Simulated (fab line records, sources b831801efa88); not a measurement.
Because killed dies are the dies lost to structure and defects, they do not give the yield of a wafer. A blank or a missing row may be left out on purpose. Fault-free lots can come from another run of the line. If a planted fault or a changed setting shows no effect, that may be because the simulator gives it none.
Chamber matching + flow gf180mcu + GF_CONTACT_CMP_27 on cmp-02: 4 sister chambers
The step polishes, stops on SiO2, t overpolish 15 s, target thk 0 nm. 8 wafers are shown with their chamber, then 7 later ones without.

== WAFERS WITH THEIR CHAMBER ==
| wafer  | chamber | motorCurrentA (A) | timeToEndpointS (s) |
|--------|---------|-------------------|---------------------|
| L144.2 | 0       | 11.6              | 73                  |
| L148.4 | 3       | 10.8              | 76                  |
| L151.3 | 3       | 10.5              | 77                  |
| L152.3 | 2       | 10.8              | 76                  |
| L152.4 | 1       | 10.0              | 69                  |
| L152.5 | 1       | 9.5               | 71                  |
| L154.2 | 0       | 11.2              | 73                  |
| L154.4 | 2       | 10.9              | 68                  |

== WAFERS WHOSE CHAMBER IS MISSING ==
| wafer  | motorCurrentA (A) | timeToEndpointS (s) |
|--------|-------------------|---------------------|
| L154.6 | 11.6              | 72                  |
| L156.1 | 9.9               | 70                  |
| L156.3 | 10.8              | 83                  |
| L156.5 | 9.9               | 69                  |
| L161.1 | 11.1              | 73                  |
| L161.5 | 9.6               | 64                  |
| L161.6 | 10.5              | 71                  |

== WHICH CHAMBER EACH WENT THROUGH ==
| wafer  | from the rows above          | in truth |
|--------|------------------------------|----------|
| L154.6 | 0                            | 0        |
| L156.1 | 1                            | 1        |
| L156.3 | can't be placed: 3 or 2 or 0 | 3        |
| L156.5 | 1                            | 1        |
| L161.1 | can't be placed: 2 or 0 or 3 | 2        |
| L161.5 | 1                            | 1        |
| L161.6 | can't be placed: 2 or 3 or 1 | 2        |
Placed correctly: 4 of 7. Not placeable from these rows: 3 (in 3, the candidates include the true chamber). Number placed wrongly: 0.
How it was worked out, from the rows above alone: a wafer's distance from a chamber is the root of the sum, over the readings, of the square of ((its reading less the chamber's mean) divided by the reading's scatter). If the next closest chamber is less than 2 further off than the closest, the wafer can't be placed; otherwise it belongs to the closest. For every chamber, the mean is computed from those of its wafers that are shown. The scatter: the root of (the sum of the squares of (reading less its chamber's mean) over the shown wafers, divided by (wafers less chambers)).
